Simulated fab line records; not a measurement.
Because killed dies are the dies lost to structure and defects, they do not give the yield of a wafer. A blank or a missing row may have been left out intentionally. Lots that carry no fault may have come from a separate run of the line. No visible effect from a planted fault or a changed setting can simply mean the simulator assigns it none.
Lot-split experiment	flow sky130	5 lots, 27 wafers read, on a route of 708 steps

== SPLIT DETAILS ==
At SKY_LOCAL_INTERCONNECT_SPUTTER_00 (material TiN, target thk 100 nm, time 83.3 s), the setting time_s was moved away from the recipe's 83.3 s on 9 of the 27 wafers read, by -49.0% to +27.0%. This setting was run at the recipe's value on the other wafers.

== FROM THE SPLIT TO THE READING: what the file shows between them, 2 steps ==
- SKY_LOCAL_INTERCONNECT_RS_MEAS_01: measures by four-point-probe
- SKY_LOCAL_INTERCONNECT_THK_MEAS_02: measures by xrf

== THE READING ==
oes_product_au, in a.u., at SKY_LOCAL_INTERCONNECT_METAL_ETCH_14 (etches TiN in Cl2/BCl3, stops on PSG, target depth 110 nm, time 31.4 s). Typical for fault-free wafers on this fab line: 0.942 a.u., with standard deviation 0.0086 a.u.

wafer	tool, chamber at the split	time_s as run, s	against the recipe	oes_product_au, a.u.	against lot-mates on the recipe
L074.1	pvd_sputter-03, -	55.81	-33.0%	0.715	-0.194
L074.2	pvd_sputter-03, -	83.3	recipe	0.930	-
L074.3	pvd_sputter-03, -	83.3	recipe	0.869	-
L074.4	pvd_sputter-03, -	83.3	recipe	0.928	-
L074.5	pvd_sputter-03, -	55.81	-33.0%	0.709	-0.200
L074.6	pvd_sputter-03, -	55.81	-33.0%	0.742	-0.167
L076.1	pvd_sputter-04, -	105.8	+27.0%	0.985	+0.027
L076.2	pvd_sputter-04, -	83.3	recipe	0.936	-
L076.3	pvd_sputter-04, -	105.8	+27.0%	0.997	+0.039
L076.4	pvd_sputter-04, -	83.3	recipe	0.939	-
L076.5	pvd_sputter-04, -	83.3	recipe	0.999	-
L076.6	pvd_sputter-04, -	105.8	+27.0%	0.994	+0.036
L079.1	pvd_sputter-03, -	42.45	-49.0%	0.655	-0.289
L079.2	pvd_sputter-03, -	42.45	-49.0%	0.665	-0.279
L079.3	pvd_sputter-03, -	83.3	recipe	0.937	-
L079.4	pvd_sputter-03, -	42.45	-49.0%	0.656	-0.288
L079.5	pvd_sputter-03, -	83.3	recipe	0.954	-
L079.6	pvd_sputter-03, -	83.3	recipe	0.941	-
L082.3	pvd_sputter-02, -	83.3	recipe	0.948	-
L082.5	pvd_sputter-02, -	83.3	recipe	0.947	-
L082.6	pvd_sputter-02, -	83.3	recipe	0.929	-
L085.1	pvd_sputter-02, -	83.3	recipe	0.878	-
L085.2	pvd_sputter-02, -	83.3	recipe	0.940	-
L085.3	pvd_sputter-02, -	83.3	recipe	0.938	-
L085.4	pvd_sputter-02, -	83.3	recipe	0.935	-
L085.5	pvd_sputter-02, -	83.3	recipe	0.887	-
L085.6	pvd_sputter-02, -	83.3	recipe	0.889	-

THE FIT
A straight line over all 27 wafers: oes_product_au changes by +0.00496 a.u. for each +1% of time_s; r = +0.95; the points scatter about the line by 0.037 a.u.
The same after taking each lot's own level away (the mean of its wafers on the recipe; 27 wafers): +0.00473 a.u. for each +1%; r = +0.94; scatter 0.039 a.u.
That fit puts the effect of the largest move of time_s on the reading at 0.23 a.u.
The span of the lots' own levels, 0.9090 to 0.9580 a.u., comes to 5.7 times the standard deviation stated above.
Hence the lot-to-lot level has little effect on the slope; both slopes agree.
Check: with one of the wafers moved furthest among these (-49.0%) left out of the fit, the line predicts -0.243 a.u. for it against its lot-mates. Against them it came out at -0.289 a.u.

== THE OTHER SPLITS THESE WAFERS WENT THROUGH ==
These wafers also went through other splits before the reading. Each is held against what the fit with the lots' levels taken away leaves over:
other split on the same wafers	wafers away from the commonest value	r with oes_product_au (lot level and that fit taken away)
SKY_FIELD_ISO_ETCH_14 time_s	9	+0.25
SKY_POLY_GATE_ETCH_16 time_s	12	+0.00

== THE WHOLE CHAIN: every reading that the file lists as answering this split, in the file's order ==
step	what it does	reading	change (the file's fit)	r (the file's)
SKY_LOCAL_INTERCONNECT_SPUTTER_00	material TiN, target thk 100 nm, time 83.3 s	TiN_of_LOCAL_INTERCONNECT_SPUTTER_00.thk_nm (the simulator's own value, which no gauge read)	+1.01 nm for each +1% of the setting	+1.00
SKY_LOCAL_INTERCONNECT_RS_MEAS_01	measures by four-point-probe	LOCAL_INTERCONNECT_TIN_RS	-0.26 for each +1% of the setting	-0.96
SKY_LOCAL_INTERCONNECT_THK_MEAS_02	measures by xrf	LOCAL_INTERCONNECT_TIN_THK	+1.01 for each +1% of the setting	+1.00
SKY_LOCAL_INTERCONNECT_METAL_ETCH_14	etches TiN in Cl2/BCl3, stops on PSG, target depth 110 nm, time 31.4 s	oes_product_au	+0.00499 a.u. for each +1% of the setting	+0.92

== THE FILE'S OWN FIT ==
oes_product_au changes by +0.00499 a.u. for each +1% of time_s, r = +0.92.
